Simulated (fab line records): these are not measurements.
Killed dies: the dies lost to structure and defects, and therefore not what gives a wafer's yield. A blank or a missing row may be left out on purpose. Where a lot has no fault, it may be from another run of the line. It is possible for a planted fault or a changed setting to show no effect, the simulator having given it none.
The tool behind it: which one? + flow gf180mcu + 20 wafers from 7 lots sampled at 2 of the route's 602 steps

## WHAT THE GAUGES SHOWED, per wafer
GF_PSD_RS_MEAS_14: measurement is done with a four-point probe.
| lot  | measured     | on           | NSD_RS (ohm/sq)   |
|------|--------------|--------------|-------------------|
| L761 | day 14 14:18 | filmMetro-02 | 46.21 46.25 46.29 |
| L763 | day 15 03:53 | filmMetro-01 | 46.09 46.11 46.20 |
| L768 | day 17 13:30 | filmMetro-04 | 46.17 46.05 45.98 |
| L769 | day 18 11:15 | filmMetro-04 | 46.14 46.13 46.12 |
| L771 | day 18 18:50 | filmMetro-01 | 46.08 46.11 46.12 |
| L774 | day 19 19:20 | filmMetro-02 | 46.20 47.58       |
| L782 | day 22 07:08 | filmMetro-01 | 46.14 46.05 46.18 |

## WHAT TOOL EACH LOT RAN ON (gives the tool, then ch and the chambers of the sampled wafers, and finally the start)
| lot  | GF_PSD_RTA_13                   |
|------|---------------------------------|
| L761 | rtpAnneal-01 ch 0, day 14 14:13 |
| L763 | rtpAnneal-01 ch 0, day 15 03:49 |
| L768 | rtpAnneal-02 ch 0, day 17 13:25 |
| L769 | rtpAnneal-01 ch 0, day 18 11:10 |
| L771 | rtpAnneal-01 ch 0, day 18 18:41 |
| L774 | rtpAnneal-01 ch 0, day 19 19:16 |
| L782 | rtpAnneal-02 ch 0, day 22 07:02 |
- GF_PSD_RTA_13: time 20 s.

## THE ANSWER, worked out from the rows above alone
Rule: usual is defined by the lots themselves. Put in order of their means at a reading, lots are off if they are a third of the lots or fewer, leave a main group of 4 or more, and stand apart from it by a gap of 3 or more times the standard deviation of the main group's means; of several such gaps the widest counts. A main group whose means are all the same, to the digits that the tables above print for the reading, isn't used. A lot without any number at a reading at which 4 lots or more have one is off too. All remaining lots with rows at the step are treated as sound.
Off: L774, seen at GF_PSD_RS_MEAS_14 (NSD_RS). Mean 46.13 ohm/sq and standard deviation 0.056 in the main group.
A tool fits if, at a process step before that reading, it ran every lot that is off, and no sound lot after the first of them. Those tools and the gauges at GF_PSD_RS_MEAS_14 are tried in the same way. This does not decide it: 2 tools fit, namely rtpAnneal-01 at GF_PSD_RTA_13 and filmMetro-02 at GF_PSD_RS_MEAS_14.

## WHAT WAS PUT IN BY THE SIMULATOR
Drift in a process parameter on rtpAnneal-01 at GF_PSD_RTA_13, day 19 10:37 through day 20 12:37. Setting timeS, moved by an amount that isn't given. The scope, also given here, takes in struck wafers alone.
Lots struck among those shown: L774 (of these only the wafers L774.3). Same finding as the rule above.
